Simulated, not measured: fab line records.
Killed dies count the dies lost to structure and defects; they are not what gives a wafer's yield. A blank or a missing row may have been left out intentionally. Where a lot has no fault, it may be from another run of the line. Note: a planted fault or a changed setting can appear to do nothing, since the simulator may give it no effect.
fab line records    flow gf180mcu    part 1 of 2: steps 1 to 43 of 44
[record] lots = 7  wafers = 21  last-day = 34
route steps=602 shown NWELL@50 LVPWELL@54 MVSD@66 MVPSD@78 VT_IMPLANT@90 PASSIVATION@602
lots that met no fault: taken from a fault-free run of the same line
start-h: hours from the record's opening day to when the first of the lot's shown wafers began    wait-h: how many hours have passed since the lot's step before this one    " identical to the entry in the row above    L1.1+2: a row that stands for several wafers    - either no value or no given start    * or withheld: withheld    < > ~ a bound
route shown NAME@n: names a module that has steps shown in the file, with the first one's number in the route    usual: the fault-free wafers' mean and standard deviation    same: alike in all rows    chamber/n: place in a boat    sites: the reading at each site    _std_site: standard deviation across them    _edge_site: mean of outer sites minus mean of inner sites    radius-mm: how far each site lies from the wafer's centre    mask NAME#n: copy n    behind: the tool/chamber that last shaped the wafer    hold: why the lot went on hold/how many hours it stayed there/how the hold came to an end    device: whichever transistor did not switch (one of n, p or np)    end of line: the tests these same wafers got at the end of their route    a step given without rows: its recipe and nothing more    killed: dies lost to structure and defects at the first sort, not the wafer's yield    map: dies across one wafer; x = killed, . = not, _ = none there
set.NAME: the setting the step ran with; set.NAME@STEP: the setting that earlier step ran with    model.NAME: the simulator's own value behind a step, which no gauge read
lots at selected steps of the route; one table per step, one row per wafer
services: the hour from which a tool's chamber was out of use, counted from the record's first day as start-h (under 0 if before that day), plus the number of hours and why
[[steps]]
[step GF_NWELL_IMPLANT_08]
[recipe] species = P  energy-kev = 450  dose-cm2 = 1.5e+13  tilt-deg = 0
[step GF_NWELL_IMPLANT_09]
[recipe] species = P  energy-kev = 160  dose-cm2 = 4e+12  tilt-deg = 0
[step GF_NWELL_STRIP_10]
[recipe] chemistry = O2/N2  power-w = 1400  pressure-mtorr = 1500  platen-temp-c = 250  o2-flow-sccm = 3000  n2-flow-sccm = 300  overash-fraction = 0.5
[usual] drypump-motor-current-A = 5.6/0.53  heater-power-w = 355/40  oes-product-au = 0.723/0.0045  platen-temp-c = 250.03/0.18  strip-time-to-endpoint-s = 36.99/0.12
lot.wafer  tool             chamber  start-h  wait-h  drypump-motor-current-A  heater-power-w  oes-product-au  platen-temp-c  rf-hours-counter-h  strip-time-to-endpoint-s
L399.2     plasma-asher-04  1        71.49    0.1     5.8                      331             0.722           249.95         42                  36.86
L399.3     "                0        "        "       5.3                      327             0.722           249.81         -                   36.96
L399.4     "                1        "        "       5.9                      331             0.723           249.91         -                   36.91
L403.2     plasma-asher-03  0        87.23    0.1     4.7                      415             0.723           250.07         44                  37.09
L403.3     "                1        "        "       5.7                      323             0.718           249.97         -                   37.05
L403.4     "                0        "        "       4.7                      424             0.726           250.25         -                   37.04
L404.2     plasma-asher-03  1        92.27    0.1     5.7                      321             0.729           250.02         45                  37.15
L404.3     "                1        "        "       5.7                      315             0.716           249.96         -                   37.02
L404.5     "                0        "        "       4.7                      423             0.736           250.08         -                   37.09
L405.1     plasma-asher-01  0        101.62   0.1     6.5                      377             0.725           250.02         45                  36.97
L405.2     "                1        "        "       5.7                      357             0.716           249.80         45                  37.03
L405.3     "                1        "        "       5.7                      361             0.723           249.86         -                   36.99
L411.4     plasma-asher-03  0        133.37   0.1     4.7                      429             0.732           249.76         -                   37.09
L411.5     "                0        "        "       4.7                      429             0.721           249.78         -                   37.05
L411.6     "                1        "        "       5.7                      321             0.721           250.09         -                   37.04
L413.1     plasma-asher-04  1        143.48   0.1     5.9                      332             0.720           250.09         49                  36.91
L413.4     "                0        "        "       5.3                      336             0.720           249.95         -                   36.92
L413.6     "                1        "        "       5.8                      335             0.724           250.13         -                   36.98
L418.1     plasma-asher-03  1        171.52   0.1     5.7                      314             0.719           249.64         6                   36.82
L418.2     "                0        "        "       4.7                      432             0.726           249.97         6                   36.75
L418.6     "                1        "        "       5.7                      317             0.725           249.86         -                   36.91
[step GF_NWELL_TW_MEAS_11]
[usual] NWELL_TW = 1565/13
lot.wafer  tool           chamber  start-h  wait-h  NWELL_TW
L399.2     film-metro-01  -        71.60    0.1     1550
L399.3     "              -        "        "       1557
L399.4     "              -        "        "       1549
L403.2     film-metro-01  -        87.34    0.1     1553
L403.3     "              -        "        "       1556
L403.4     "              -        "        "       1561
L404.2     film-metro-01  -        92.38    0.1     1574
L404.3     "              -        "        "       1572
L404.5     "              -        "        "       1555
L405.1     film-metro-01  -        101.72   0.1     1566
L405.2     "              -        "        "       1561
L405.3     "              -        "        "       1565
L411.4     film-metro-04  -        133.46   0.1     1584
L411.5     "              -        "        "       1585
L411.6     "              -        "        "       1580
L413.1     film-metro-04  -        143.58   0.1     1581
L413.4     "              -        "        "       1584
L413.6     "              -        "        "       1576
L418.1     film-metro-01  -        171.62   0.1     1558
L418.2     "              -        "        "       1567
L418.6     "              -        "        "       1559
[step GF_LVPWELL_DEHYDRATE_00]
[recipe] temp-c = 200  time-s = 60
[step GF_LVPWELL_HMDS_01]
[recipe] prime-time-s = 60  prime-temp-c = 120
[step GF_LVPWELL_COAT_02]
[recipe] spin-rpm = 2000  resist-thk-nm = 3000
[step GF_LVPWELL_SOFTBAKE_03]
[recipe] temp-c = 110  time-s = withheld
[step GF_LVPWELL_EXPOSE_04]
[recipe] mask-id = LVPWELL  target-cd-nm = 600  na = 0.6  source-shape = conventional  sigma-outer = 0.6  dose-mj = 260
[step GF_LVPWELL_PEB_05]
[recipe] temp-c = 115  time-s = withheld
[step GF_LVPWELL_DEVELOP_06]
[recipe] wall-angle-deg = 90  develop-time-s = 60  dev-temp-c = 23
[step GF_LVPWELL_OVL_MEAS_07]
[usual] LVPWELL_OVL = -0.3/1.4
lot.wafer  tool        chamber  start-h  wait-h  LVPWELL_OVL[nm]
L399.2     overlay-01  -        85.00    -       -2.9
L399.3     "           -        "        "       -0.8
L399.4     "           -        "        "       -0.1
L403.2     overlay-01  -        101.40   -       0.5
L403.3     "           -        "        "       -0.7
L403.4     "           -        "        "       1.0
L404.2     overlay-02  -        106.30   -       -0.7
L404.3     "           -        "        "       0.7
L404.5     "           -        "        "       0.2
L405.1     overlay-02  -        115.30   -       0.3
L405.2     "           -        "        "       0.6
L405.3     "           -        "        "       1.2
L411.4     overlay-02  -        149.31   -       -1.2
L411.5     "           -        "        "       -2.5
L411.6     "           -        "        "       -0.4
L413.1     overlay-02  -        159.25   -       0.7
L413.4     "           -        "        "       0.2
L413.6     "           -        "        "       -0.4
L418.1     overlay-01  -        188.35   -       0.1
L418.2     "           -        "        "       -1.3
L418.6     "           -        "        "       0.1
[step GF_LVPWELL_IMPLANT_08]
[recipe] species = B  energy-kev = 170  dose-cm2 = 1.5e+13  tilt-deg = 0
[usual] faraday-current-uA = 84.6/1.7
lot.wafer  tool          chamber  start-h  wait-h  faraday-current-uA
L399.2     implanter-01  0        85.06    0.0     84.6
L399.3     "             0        "        "       85.4
L399.4     "             0        "        "       84.1
L403.2     implanter-03  0        101.46   0.0     86.0
L403.3     "             0        "        "       85.5
L403.4     "             0        "        "       84.8
L404.2     implanter-02  0        106.36   0.0     84.1
L404.3     "             0        "        "       83.1
L404.5     "             0        "        "       84.8
L405.1     implanter-01  0        115.33   0.0     85.3
L405.2     "             0        "        "       84.3
L405.3     "             0        "        "       84.8
L411.4     implanter-01  0        149.41   0.1     80.9
L411.5     "             0        "        "       84.1
L411.6     "             0        "        "       88.0
L411.4     implanter-01  0        149.72   0.3     87.0
L411.5     "             0        "        "       81.8
L411.6     "             0        "        "       87.0
L413.1     implanter-02  0        159.28   0.0     83.5
L413.4     "             0        "        "       83.0
L413.6     "             0        "        "       86.1
L413.1     implanter-02  0        159.60   0.3     81.9
L413.4     "             0        "        "       85.0
L413.6     "             0        "        "       85.2
L418.1     implanter-03  0        188.38   0.0     84.6
L418.2     "             0        "        "       86.6
L418.6     "             0        "        "       82.7
L418.1     implanter-03  0        188.70   0.3     84.9
L418.2     "             0        "        "       85.3
L418.6     "             0        "        "       85.4
[step GF_LVPWELL_IMPLANT_09]
[recipe] species = B  energy-kev = 60  dose-cm2 = 5e+12  tilt-deg = 0
[step GF_LVPWELL_STRIP_10]
[recipe] chemistry = O2/N2  power-w = 1400  pressure-mtorr = 1500  platen-temp-c = 250  o2-flow-sccm = 3000  n2-flow-sccm = 300  overash-fraction = 0.5
[usual] drypump-motor-current-A = 5.7/0.4  heater-power-w = 361/21  oes-product-au = 0.722/0.0047  platen-temp-c = 250.00/0.17  strip-time-to-endpoint-s = 36.95/0.11
lot.wafer  tool             chamber  start-h  wait-h  drypump-motor-current-A  heater-power-w  oes-product-au  platen-temp-c  rf-hours-counter-h  strip-time-to-endpoint-s
L399.2     plasma-asher-01  0        85.33    0.1     6.5                      371             0.722           250.34         44                  37.05
L399.3     "                0        "        "       6.5                      376             0.728           249.96         -                   37.13
L399.4     "                1        "        "       5.7                      345             0.731           250.10         -                   37.02
L403.2     plasma-asher-02  0        101.73   0.1     5.3                      385             0.730           249.89         30                  37.02
L403.3     "                0        "        "       5.3                      385             0.719           249.82         -                   37.01
L403.4     "                1        "        "       5.6                      366             0.722           249.84         -                   37.02
L404.2     plasma-asher-02  1        106.63   0.1     5.6                      361             0.723           249.88         30                  36.96
L404.3     "                1        "        "       5.6                      367             0.715           249.91         -                   37.01
L404.5     "                0        "        "       5.3                      383             0.723           250.03         -                   36.96
L405.1     plasma-asher-02  1        115.63   0.1     5.6                      358             0.719           249.90         31                  36.71
L405.2     "                0        "        "       5.3                      387             0.734           249.82         31                  36.61
L405.3     "                1        "        "       5.6                      370             0.718           249.95         -                   36.71
L411.4     plasma-asher-04  0        150.15   0.3     5.3                      319             0.724           250.09         -                   36.74
L411.5     "                0        "        "       5.3                      326             0.721           250.15         -                   36.69
L411.6     "                1        "        "       5.8                      337             0.730           250.05         -                   36.91
L413.1     plasma-asher-02  0        159.90   0.1     5.2                      388             0.728           250.02         36                  37.00
L413.4     "                1        "        "       5.6                      369             0.722           250.37         -                   36.85
L413.6     "                1        "        "       5.6                      362             0.724           250.17         -                   37.07
L418.1     plasma-asher-02  1        189.00   0.1     5.6                      356             0.722           249.94         39                  36.84
L418.2     "                0        "        "       5.3                      372             0.722           250.20         39                  36.91
L418.6     "                0        "        "       5.3                      383             0.720           250.06         -                   36.87
[step GF_LVPWELL_TW_MEAS_11]
[usual] LVPWELL_TW = 556/5.1
lot.wafer  tool           chamber  start-h  wait-h  LVPWELL_TW
L399.2     film-metro-04  -        85.44    0.1     563
L399.3     "              -        "        "       567
L399.4     "              -        "        "       565
L403.2     film-metro-02  -        101.84   0.1     555
L403.3     "              -        "        "       557
L403.4     "              -        "        "       554
L404.2     film-metro-02  -        106.74   0.1     557
L404.3     "              -        "        "       551
L404.5     "              -        "        "       556
L405.1     film-metro-04  -        115.73   0.1     568
L405.2     "              -        "        "       568
L405.3     "              -        "        "       568
L411.4     film-metro-01  -        150.93   0.7     667
L411.5     "              -        "        "       664
L411.6     "              -        "        "       665
L413.1     film-metro-04  -        160.00   0.1     672
L413.4     "              -        "        "       675
L413.6     "              -        "        "       675
L418.1     film-metro-02  -        189.10   0.1     666
L418.2     "              -        "        "       666
L418.6     "              -        "        "       666
[step GF_MVSD_DEHYDRATE_00]
[recipe] temp-c = 200  time-s = 60
[step GF_MVSD_HMDS_01]
[recipe] prime-time-s = 60  prime-temp-c = 120
[step GF_MVSD_COAT_02]
[recipe] spin-rpm = 2000  resist-thk-nm = 3028
[step GF_MVSD_SOFTBAKE_03]
[recipe] temp-c = 110  time-s = withheld
[step GF_MVSD_EXPOSE_04]
[recipe] mask-id = MVSD  target-cd-nm = 1000  na = 0.6  source-shape = conventional  sigma-outer = 0.6  dose-mj = 260
[step GF_MVSD_PEB_05]
[recipe] temp-c = 115  time-s = withheld
[step GF_MVSD_DEVELOP_06]
[recipe] wall-angle-deg = 90  develop-time-s = 60  dev-temp-c = 23
[step GF_MVSD_OVL_MEAS_07]
[usual] MVSD_OVL = 0.9/1.3
lot.wafer  tool        chamber  start-h  wait-h  MVSD_OVL[nm]
L399.2     overlay-01  -        99.25    -       -0.3
L399.3     "           -        "        "       0.2
L399.4     "           -        "        "       0.0
L403.2     overlay-01  -        115.95   -       1.1
L403.3     "           -        "        "       2.6
L403.4     "           -        "        "       3.6
L404.2     overlay-02  -        121.21   -       0.3
L404.3     "           -        "        "       0.7
L404.5     "           -        "        "       -0.8
L405.1     overlay-01  -        130.65   -       3.9
L405.2     "           -        "        "       3.6
L405.3     "           -        "        "       0.9
L411.4     overlay-01  -        165.62   -       3.1
L411.5     "           -        "        "       3.3
L411.6     "           -        "        "       2.4
L413.1     overlay-01  -        175.50   -       2.7
L413.4     "           -        "        "       1.7
L413.6     "           -        "        "       1.1
L418.1     overlay-02  -        205.85   -       0.7
L418.2     "           -        "        "       1.5
L418.6     "           -        "        "       2.2
[step GF_MVSD_IMPLANT_08]
[recipe] species = P  energy-kev = 400  dose-cm2 = 1.6e+13  tilt-deg = 0
[step GF_MVSD_IMPLANT_09]
[recipe] species = P  energy-kev = 100  dose-cm2 = 5e+12  tilt-deg = 0
[step GF_MVSD_STRIP_10]
[recipe] chemistry = O2/N2  power-w = 1400  pressure-mtorr = 1500  platen-temp-c = 250  o2-flow-sccm = 3000  n2-flow-sccm = 300  overash-fraction = 0.5
[usual] drypump-motor-current-A = 5.6/0.55  heater-power-w = 370/34  oes-product-au = 0.723/0.0046  platen-temp-c = 249.98/0.17  strip-time-to-endpoint-s = 37.31/0.11
lot.wafer  tool             chamber  start-h  wait-h  drypump-motor-current-A  heater-power-w  oes-product-au  platen-temp-c  rf-hours-counter-h  strip-time-to-endpoint-s
L399.2     plasma-asher-03  1        99.58    0.1     5.7                      311             0.720           249.94         45                  37.53
L399.3     "                1        "        "       5.7                      320             0.725           249.87         -                   37.41
L399.4     "                0        "        "       4.7                      423             0.732           250.06         -                   37.29
L403.2     plasma-asher-02  1        116.28   0.1     5.6                      357             0.727           250.24         32                  37.38
L403.3     "                1        "        "       5.6                      364             0.720           249.98         -                   37.29
L403.4     "                0        "        "       5.3                      383             0.724           250.02         -                   37.37
L404.2     plasma-asher-03  0        121.54   0.1     4.7                      432             0.722           249.68         0                   37.20
L404.3     "                1        "        "       5.7                      315             0.725           249.95         -                   37.29
L404.5     "                1        "        "       5.7                      324             0.728           250.06         -                   37.14
L405.1     plasma-asher-03  1        130.99   0.1     5.7                      314             0.725           250.08         1                   37.34
L405.2     "                0        "        "       4.7                      424             0.713           249.86         1                   37.40
L405.3     "                1        "        "       5.7                      311             0.722           249.97         -                   37.30
L411.4     plasma-asher-01  1        165.97   0.1     5.7                      344             0.723           250.13         -                   37.43
L411.5     "                0        "        "       6.5                      391             0.718           249.89         -                   37.41
L411.6     "                1        "        "       5.6                      352             0.725           249.89         -                   37.42
L413.1     plasma-asher-02  0        175.83   0.1     5.3                      387             0.724           249.73         38                  37.21
L413.4     "                1        "        "       5.6                      363             0.722           249.88         -                   37.25
L413.6     "                1        "        "       5.6                      362             0.711           249.92         -                   37.22
L418.1     plasma-asher-01  1        206.19   0.1     5.6                      365             0.716           249.90         57                  37.11
L418.2     "                0        "        "       6.5                      387             0.724           249.89         57                  37.12
L418.6     "                1        "        "       5.6                      355             0.723           249.84         -                   37.05
[step GF_MVSD_TW_MEAS_11]
[usual] MVSD_TW = 1571/12
lot.wafer  tool           chamber  start-h  wait-h  MVSD_TW
L399.2     film-metro-01  -        99.69    0.1     1568
L399.3     "              -        "        "       1567
L399.4     "              -        "        "       1573
L403.2     film-metro-02  -        116.39   0.1     1573
L403.3     "              -        "        "       1567
L403.4     "              -        "        "       1564
L404.2     film-metro-04  -        121.65   0.1     1591
L404.3     "              -        "        "       1577
L404.5     "              -        "        "       1575
L405.1     film-metro-01  -        131.09   0.1     1563
L405.2     "              -        "        "       1547
L405.3     "              -        "        "       1551
L411.4     film-metro-02  -        166.07   0.1     1569
L411.5     "              -        "        "       1570
L411.6     "              -        "        "       1565
L413.1     film-metro-04  -        175.93   0.1     1591
L413.4     "              -        "        "       1579
L413.6     "              -        "        "       1579
L418.1     film-metro-02  -        206.29   0.1     1557
L418.2     "              -        "        "       1562
L418.6     "              -        "        "       1554
[step GF_MVPSD_DEHYDRATE_00]
[recipe] temp-c = 200  time-s = 60
[step GF_MVPSD_HMDS_01]
[recipe] prime-time-s = 60  prime-temp-c = 120
[step GF_MVPSD_COAT_02]
[recipe] spin-rpm = 2000  resist-thk-nm = 3000
[step GF_MVPSD_SOFTBAKE_03]
[recipe] temp-c = 110  time-s = withheld
[step GF_MVPSD_EXPOSE_04]
[recipe] mask-id = MVPSD  target-cd-nm = 1000  na = 0.6  source-shape = conventional  sigma-outer = 0.6  dose-mj = 260
[step GF_MVPSD_PEB_05]
[recipe] temp-c = 115  time-s = withheld
[step GF_MVPSD_DEVELOP_06]
[recipe] wall-angle-deg = 90  develop-time-s = 60  dev-temp-c = 23
[step GF_MVPSD_OVL_MEAS_07]
[usual] MVPSD_OVL = -0.1/1.4
lot.wafer  tool        chamber  start-h  wait-h  MVPSD_OVL[nm]
L399.2     overlay-02  -        113.91   -       0.6
L399.3     "           -        "        "       0.1
L399.4     "           -        "        "       -2.2
L403.2     overlay-02  -        131.60   -       -0.3
L403.3     "           -        "        "       -0.7
L403.4     "           -        "        "       -0.7
L404.2     overlay-02  -        136.61   -       1.0
L404.3     "           -        "        "       -1.2
L404.5     "           -        "        "       0.8
L405.1     overlay-02  -        146.00   -       0.4
L405.2     "           -        "        "       -1.1
L405.3     "           -        "        "       -1.8
L411.4     overlay-02  -        182.27   -       0.9
L411.5     "           -        "        "       -1.6
L411.6     "           -        "        "       0.1
L413.1     overlay-02  -        192.63   -       -1.7
L413.4     "           -        "        "       -0.3
L413.6     "           -        "        "       -2.4
L418.1     overlay-02  -        223.75   -       -2.3
L418.2     "           -        "        "       -0.6
L418.6     "           -        "        "       -1.1
[step GF_MVPSD_IMPLANT_08]
[recipe] species = B  energy-kev = 170  dose-cm2 = 1.479e+13  tilt-deg = 0
[step GF_MVPSD_IMPLANT_09]
[recipe] species = B  energy-kev = 40  dose-cm2 = 5e+12  tilt-deg = 0
[step GF_MVPSD_STRIP_10]
[recipe] chemistry = O2/N2  power-w = 1400  pressure-mtorr = 1500  platen-temp-c = 250  o2-flow-sccm = 3000  n2-flow-sccm = 300  overash-fraction = 0.5
[usual] drypump-motor-current-A = 5.5/0.32  heater-power-w = 353/32  oes-product-au = 0.722/0.0043  platen-temp-c = 250.00/0.19  strip-time-to-endpoint-s = 36.94/0.11
lot.wafer  tool             chamber  start-h  wait-h  drypump-motor-current-A  heater-power-w  oes-product-au  platen-temp-c  rf-hours-counter-h  strip-time-to-endpoint-s
L399.2     plasma-asher-02  1        114.24   0.1     5.6                      362             0.725           249.97         31                  37.11
L399.3     "                1        "        "       5.6                      365             0.728           249.91         -                   37.07
L399.4     "                0        "        "       5.3                      377             0.720           249.86         -                   37.04
L403.2     plasma-asher-04  0        131.93   0.1     5.3                      327             0.719           249.95         48                  36.85
L403.3     "                1        "        "       5.9                      326             0.724           249.89         -                   36.92
L403.4     "                0        "        "       5.3                      322             0.720           250.00         -                   36.91
L404.2     plasma-asher-04  0        136.94   0.1     5.3                      328             0.719           249.86         49                  36.65
L404.3     "                0        "        "       5.3                      330             0.717           249.88         -                   36.72
L404.5     "                1        "        "       5.8                      339             0.723           250.07         -                   36.68
L405.1     plasma-asher-02  1        146.34   0.1     5.6                      365             0.716           250.13         35                  36.94
L405.2     "                0        "        "       5.3                      393             0.714           250.04         35                  36.93
L405.3     "                0        "        "       5.3                      388             0.722           249.75         -                   36.95
L411.4     plasma-asher-02  1        182.62   0.1     5.6                      364             0.724           249.94         -                   36.99
L411.5     "                0        "        "       5.2                      391             0.718           250.06         -                   36.96
L411.6     "                1        "        "       5.6                      369             0.722           249.98         -                   36.99
L413.1     plasma-asher-02  1        192.97   0.1     5.6                      373             0.714           249.85         40                  36.94
L413.4     "                0        "        "       5.3                      385             0.734           250.09         -                   37.03
L413.6     "                0        "        "       5.3                      381             0.724           249.80         -                   36.88
L418.1     plasma-asher-04  0        224.09   0.1     5.3                      327             0.719           249.99         56                  36.85
L418.2     "                1        "        "       5.8                      331             0.724           249.79         56                  36.98
L418.6     "                0        "        "       5.3                      317             0.718           249.97         -                   36.92
[step GF_MVPSD_TW_MEAS_11]
[usual] MVPSD_TW = 548/4.6
lot.wafer  tool           chamber  start-h  wait-h  MVPSD_TW
L399.2     film-metro-04  -        114.35   0.1     553
L399.3     "              -        "        "       553
L399.4     "              -        "        "       556
L403.2     film-metro-02  -        132.04   0.1     546
L403.3     "              -        "        "       542
L403.4     "              -        "        "       545
L404.2     film-metro-04  -        137.05   0.1     552
L404.3     "              -        "        "       554
L404.5     "              -        "        "       550
L405.1     film-metro-01  -        146.44   0.1     544
L405.2     "              -        "        "       546
L405.3     "              -        "        "       541
L411.4     film-metro-04  -        182.72   0.1     552
L411.5     "              -        "        "       552
L411.6     "              -        "        "       550
L413.1     film-metro-01  -        193.07   0.1     546
L413.4     "              -        "        "       547
L413.6     "              -        "        "       546
L418.1     film-metro-04  -        224.19   0.1     554
L418.2     "              -        "        "       556
L418.6     "              -        "        "       554
[step GF_VT_IMPLANT_DEHYDRATE_00]
[recipe] temp-c = 200  time-s = 60
[step GF_VT_IMPLANT_HMDS_01]
[recipe] prime-time-s = 60  prime-temp-c = 120
[step GF_VT_IMPLANT_RS_MEAS_48]
[recipe] thk-meas-gauge = four-point-probe
[usual] LVPWELL_RS = 1197/3.1
lot.wafer  tool           chamber  start-h  wait-h  LVPWELL_RS[ohm/sq]
L399.2     film-metro-01  -        176.27   0.1     1193
L399.3     "              -        "        "       1196
L399.4     "              -        "        "       1194
L403.2     film-metro-04  -        198.29   0.1     1194
L403.3     "              -        "        "       1193
L403.4     "              -        "        "       1197
L404.2     film-metro-04  -        202.54   0.1     1204
L404.3     "              -        "        "       1203
L404.5     "              -        "        "       1197
L405.1     film-metro-01  -        213.67   0.1     1194
L405.2     "              -        "        "       1193
L405.3     "              -        "        "       1192
L411.4     film-metro-04  -        254.60   0.1     841
L411.5     "              -        "        "       841
L411.6     "              -        "        "       840
L413.1     film-metro-01  -        265.54   0.1     845
L413.4     "              -        "        "       844
L413.6     "              -        "        "       844
L418.1     film-metro-02  -        301.04   0.1     843
L418.2     "              -        "        "       842
L418.6     "              -        "        "       842
[[key]]
[first-sign] step = GF_LVPWELL_IMPLANT_08  reading = visit  direction = added
[effect] step = GF_LVPWELL_TW_MEAS_11  reading = LVPWELL_TW  direction = up  sigmas = 22  usual = 556  struck = 668
[effect] step = GF_VT_IMPLANT_RS_MEAS_48  reading = LVPWELL_RS  direction = down  sigmas = 99+  usual = 1197  struck = 843
[model-effect] step = GF_PASSIVATION_PROBE_99  value = etest.pwell-in-dnwell.line-ohm-um  without = 4237  struck = 2346
met-at GF_LVPWELL_IMPLANT_08
struck-wafers L411.4,L411.5,L411.6,L413.1,L413.4,L413.6,L418.1,L418.2,L418.6
tester-left-out L411,L413,L418
[fault] kind = repeated-step-whole  tool = implanter-01,implanter-02,implanter-03  chamber = -  onset-h = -  steps = GF_LVPWELL_IMPLANT_08  times = 1  scope = struck-lots-only
// tester-left-out: of these lots the tester's yield and bins aren't shown, on N5 and GAA mostly nor the transistor test; their killed dies are dies lost to structure and defects alone, not to doping, threshold or leakage, so they don't give the yield
